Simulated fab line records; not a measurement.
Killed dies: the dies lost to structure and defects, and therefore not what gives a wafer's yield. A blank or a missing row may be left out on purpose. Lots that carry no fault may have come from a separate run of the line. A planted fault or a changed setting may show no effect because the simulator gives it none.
Chamber matching	flow gf180mcu	GF_STI_CMP_25 on cmp-01: 4 sister chambers
The step polishes, stops on Si3N4, t overpolish 33 s, target thk 524.6 nm. 4 wafers are shown with their chamber, then 7 later ones without.

WAFERS PAIRED WITH THEIR CHAMBERS
wafer	chamber	motor current A (A)
L651.1	0	10.5
L654.3	3	11.2
L662.3	1	11.8
L662.5	2	9.4

WAFERS MISSING THEIR CHAMBER
wafer	motor current A (A)
L662.6	11.7
L663.2	12.5
L663.3	10.8
L663.5	11.9
L666.3	11.6
L666.5	11.2
L666.6	11.9

CHAMBER TAKEN BY EACH
wafer	from the rows above	in truth
L662.6	can't be placed: 1 or 3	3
L663.2	can't be placed: 1 or 3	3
L663.3	can't be placed: 0 or 3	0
L663.5	can't be placed: 1 or 3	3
L666.3	can't be placed: 1 or 3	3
L666.5	can't be placed: 3 or 1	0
L666.6	can't be placed: 1 or 3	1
Correct placement for 0 of the 7. These rows do not allow placing 7 (true chamber among the candidates in 6). Number placed wrongly: 0.
How it was worked out, from the rows above alone: a wafer's distance from a chamber is the root of the sum, over the readings, of the square of ((its reading less the chamber's mean) divided by the reading's scatter). The wafer belongs to the nearest chamber; if the next one is less than 2 further off, it can't be placed. For every chamber, the mean is computed from those of its wafers that are shown. The scatter (one wafer shown for each chamber): square how far every hidden wafer sits from the nearest shown wafer, average those squares and take the square root.
